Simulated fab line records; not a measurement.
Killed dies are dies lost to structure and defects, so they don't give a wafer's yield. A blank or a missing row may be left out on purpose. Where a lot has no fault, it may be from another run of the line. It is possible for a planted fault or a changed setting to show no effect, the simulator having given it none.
A lot that was struck, set against a sound lot + flow sky130 + 21 out of 708 route steps
Sound: the wafers L704.1, L704.4, L704.5. The struck wafers were L722.3, L722.5, L722.6. The cause is given at the end.
Each step with rows lists, per side, the tool, then ch with its chambers, then its first start. Under that, the readings that differ: sound wafers + struck wafers + difference of the means + sigmas: that difference in standard deviations of wafers without a fault.
alike: readings with means less than 2 such deviations apart, plus words and numbers identical on both sides. not compared: withheld readings, readings lacking a value on some wafer, bounds such as >300 that could conceal the same value, and numbers that have no deviation in the record and whose values overlap.
Wherever a step has rows on one side only, a row that says differs or no value, or a row with sigmas, the two part there. Numbers that don't overlap but have no deviation are shown without sigmas and don't part them. A reading missing from all wafers of one side parts the sides only when that side holds two or more wafers.

first, 1 step without rows for these wafers: SKY_RES_XHIGH_IMPLANT_07.
SKY_RES_XHIGH_STRIP_08: strips in O2/N2.
  sound on plasmaAsher-03 ch 0,1, day 26 20:16; struck on plasmaAsher-02 ch 0,1, day 33 08:31
  alike: drypumpMotorCurrentA, o2FlowSccm, oesProductAu, stripTimeToEndpointS
  not compared: rfHoursCounterH
SKY_RES_XHIGH_TW_MEAS_09:
  sound on filmMetro-04, day 26 20:22; struck on filmMetro-03, day 33 08:35
  alike: RES_XHIGH_TW
then, 7 steps without rows for these wafers: SKY_SD_N_DEHYDRATE_00 (time 60 s); SKY_SD_N_HMDS_01 (prime time 60 s); SKY_SD_N_COAT_02 (resist thk 1140 nm); SKY_SD_N_SOFTBAKE_03 (time 59.13 s); SKY_SD_N_EXPOSE_04 (exposes mask NSDM, target cd 380 nm); SKY_SD_N_PEB_05; SKY_SD_N_DEVELOP_06 (develop time 60 s).
SKY_SD_N_CD_MEAS_07: the cd target is 380 nm.
  sound on cdSem-02, day 28 00:49; struck on cdSem-01, day 34 10:58
| reading   | sound             | struck            | difference | sigmas |
|-----------|-------------------|-------------------|------------|--------|
| cdNm (nm) | 375.7 376.8 374.0 | 385.7 382.9 383.0 | +8.4       | +3     |
SKY_SD_N_OVL_MEAS_08:
  sound on overlay-01, day 28 00:56; struck on overlay-02, day 34 11:04
  alike: SD_N_OVL
SKY_SD_N_IMPLANT_09:
  sound on implanter-03 ch 0, day 28 00:58; struck on implanter-01 ch 0, day 34 11:08
| reading          | sound             | struck            | difference | sigmas |
|------------------|-------------------|-------------------|------------|--------|
| beamOnS (s)      | 20.9 21.1 20.6    | 16.1 16.3 16.2    | -4.7       | -6     |
| faradayCurrentUA | 10577 10431 10614 | 13580 13471 13550 | +2993      | +7     |
next, for these wafers, 1 step has no rows: SKY_SD_N_IMPLANT_10.
SKY_SD_N_STRIP_11: strips in O2/N2.
  sound on plasmaAsher-04 ch 0,1, day 28 01:16; struck on plasmaAsher-01 ch 0,1, day 34 11:25
| reading                  | sound             | struck            | difference | sigmas |
|--------------------------|-------------------|-------------------|------------|--------|
| oesProductAu (a.u.)      | 0.522 0.525 0.533 | 0.532 0.541 0.537 | +0.010     | +2     |
| stripTimeToEndpointS (s) | 22.58 22.62 22.62 | 21.91 21.87 21.90 | -0.71      | -19    |
  alike: drypumpMotorCurrentA, o2FlowSccm
  not compared: rfHoursCounterH
SKY_SD_N_TW_MEAS_12:
  sound on filmMetro-01, day 28 01:22; struck on filmMetro-03, day 34 11:31
| reading | sound          | struck         | difference | sigmas |
|---------|----------------|----------------|------------|--------|
| SD_N_TW | 4035 4057 4043 | 3989 3984 3997 | -55        | -2     |
then, 1 step without rows for these wafers: SKY_SD_N_CLEAN_13 (cleans in SC1/SC2, time 150 s).
SKY_SD_N_RTA_14: time 2 s.
  sound on rtpAnneal-01 ch 0, day 28 01:29; struck on rtpAnneal-01 ch 0, day 34 11:37
  alike: annealTempCMax, lampPowerPct, rampUpCPerS, wafer_temp_C_max
SKY_SD_N_RS_MEAS_16: measures by four-point-probe.
  sound on filmMetro-03, day 28 01:39; struck on filmMetro-01, day 34 11:49
| reading          | sound             | struck            | difference | sigmas |
|------------------|-------------------|-------------------|------------|--------|
| SD_N_RS (ohm/sq) | 68.41 68.53 68.40 | 70.12 70.20 69.99 | +1.66      | +17    |
SKY_SD_N_RS_MEAS_17: measures by four-point-probe.
  sound on filmMetro-03, day 28 01:46; struck on filmMetro-01, day 34 11:56
  alike: SD_P_RS
-- record jumps: 16 days separate the struck wafers' starts on either side; left off in module SD_N, taken up again in module PAD_OPEN, whose first shown step is the route's number 708 --
SKY_PAD_OPEN_PROBE_99:
  sound on prober-02, day 45 23:41; struck on prober-01, day 50 11:15
| reading                        | sound             | struck            | difference | sigmas |
|--------------------------------|-------------------|-------------------|------------|--------|
| model.etest.resNdiff.lineOhmUm | 764.7 760 750     | 792.1 804 810.7   | +44.0      |        |
| model.etest.liconNdiff.rcOhm   | 183.8 182.2 185.4 | 194 206.2 196.4   | +15        |        |
| model.etest.resNdiffHv.rsOhmSq | 113.6 113.5 113.5 | 121.3 121.3 120.6 | +7.5       |        |
| model.etest.resNdiff.rsOhmSq   | 119.6 119.8 119.5 | 127 127 127.2     | +7         |        |
  alike: killed_at_M0_to_M3, killed_at_M4_up, killedAtContacts, killedAtFrontEnd, killedAtOther, killedDies, killedOpen, killedShort

## WHERE THEY PART
First at SKY_SD_N_CD_MEAS_07; last, within this record, at SKY_SD_N_RS_MEAS_16. Later steps at which nothing parts them and some readings are alike: SKY_SD_N_RS_MEAS_17, SKY_PAD_OPEN_PROBE_99.

WHY: what the simulator had put in
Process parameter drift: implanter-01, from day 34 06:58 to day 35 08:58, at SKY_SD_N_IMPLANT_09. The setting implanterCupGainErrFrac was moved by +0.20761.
